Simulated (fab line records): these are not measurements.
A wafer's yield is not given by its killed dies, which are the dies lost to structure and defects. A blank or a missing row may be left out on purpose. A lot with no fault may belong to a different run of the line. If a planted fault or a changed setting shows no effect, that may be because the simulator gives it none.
One fault seen from 2 desks || flow sky130 || only its own numbers are on each desk; what lay behind them is given at the end

AT THE TOOL OWNER'S DESK: implanter-01
SKY_LDD_LDN_IMPLANT_11, tool's own readings: per-lot mean of the sampled wafers with a number, covering each lot this tool ran. If a lot's mean is further than 4 standard deviations from the usual mean, the lot is out of limits and carries the mark OUT (the distance appears in the brackets).
Columns: A = doseIonsCm2 at SKY_LDD_LDN_IMPLANT_11, usual 1.2497e+13; B = faradayCurrentUA at SKY_LDD_LDN_IMPLANT_11, usual 70.5
{"lot": "L473", "first seen here": "day 23 05:39", "A": 1.2495e+13, "B": 70.4}
{"lot": "L477", "first seen here": "day 24 08:49", "A": 1.2494e+13, "B": 70.6}
{"lot": "L478", "first seen here": "day 25 00:18", "A": "8.3617e+12 (-99 or more) OUT", "B": "46.9 (-16) OUT"}
{"lot": "L479", "first seen here": "day 25 12:08", "A": "8.3610e+12 (-99 or more) OUT", "B": "48.2 (-15) OUT"}
{"lot": "L487", "first seen here": "day 28 00:24", "A": 1.2499e+13, "B": 70.3}
{"lot": "L491", "first seen here": "day 29 14:23", "A": 1.2500e+13, "B": 71.2}
{"lot": "L493", "first seen here": "day 30 03:32", "A": 1.2503e+13, "B": 72.0}
This desk's finding: out of limits on L478, L479; first on L478, day 25 00:18 (doseIonsCm2 at SKY_LDD_LDN_IMPLANT_11). Within limits: L473, L477, L487, L491, L493.

METROLOGY DESK
Means of the sampled wafers that have a number, per lot and without regard to the tool the lot ran on: this is what the gauges read. If a lot's mean is further than 4 standard deviations from the usual mean, the lot is out of limits and carries the mark OUT (the distance appears in the brackets).
Columns: A = LDD_P_OVL at SKY_LDD_P_OVL_MEAS_08, usual -1.1 nm; B = LDD_P_TW at SKY_LDD_P_TW_MEAS_11, usual 638; C = LDD_LDN_TW at SKY_LDD_LDN_TW_MEAS_13, usual 1479
{"lot": "L473", "first seen here": "day 19 07:35", "A": -0.8, "B": 643, "C": 1496}
{"lot": "L477", "first seen here": "day 20 11:47", "A": -0.6, "B": 644, "C": 1475}
{"lot": "L478", "first seen here": "day 21 04:11", "A": -1.1, "B": 631, "C": "1439 (-4.5) OUT"}
{"lot": "L479", "first seen here": "day 21 15:42", "A": -2.2, "B": 638, "C": "1440 (-4.5) OUT"}
{"lot": "L486", "first seen here": "day 24 06:02", "A": -1.7, "B": 632, "C": 1482}
{"lot": "L487", "first seen here": "day 24 07:14", "A": -0.6, "B": 639, "C": 1475}
{"lot": "L488", "first seen here": "day 24 22:20", "A": -2.1, "B": 642, "C": 1476}
{"lot": "L490", "first seen here": "day 25 12:38", "A": 1.1, "B": 632, "C": 1480}
{"lot": "L491", "first seen here": "day 25 22:29", "A": -2.0, "B": 641, "C": 1482}
{"lot": "L492", "first seen here": "day 26 01:33", "A": -1.5, "B": 633, "C": 1479}
{"lot": "L493", "first seen here": "day 26 11:38", "A": -2.9, "B": 643, "C": 1470}
{"lot": "L494", "first seen here": "day 26 19:50", "A": -1.2, "B": 635, "C": 1468}
Per this desk, out of limits: L478, L479; the first was L478, day 25 00:33 (LDD_LDN_TW at SKY_LDD_LDN_TW_MEAS_13). Within limits: L473, L477, L486, L487, L488, L490, L491, L492, L493, L494.

ALL TOGETHER
The tool owner's desk could have raised an alarm at day 25 00:18, on L478, L479.
L478, L479 would have let the metrology desk raise an alarm at day 25 00:33.
SKY_LDD_LDN_IMPLANT_11 was run on implanter-01 by each of the lots named.

WHAT WAS PUT IN BY THE SIMULATOR
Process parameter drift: implanter-01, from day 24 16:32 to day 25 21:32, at SKY_LDD_LDN_IMPLANT_11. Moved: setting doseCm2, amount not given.
Struck lots among those shown: L478, L479.
Time in hours from fault onset to the first out-of-limits reading at each desk: tool owner's desk 8, metrology desk 8.
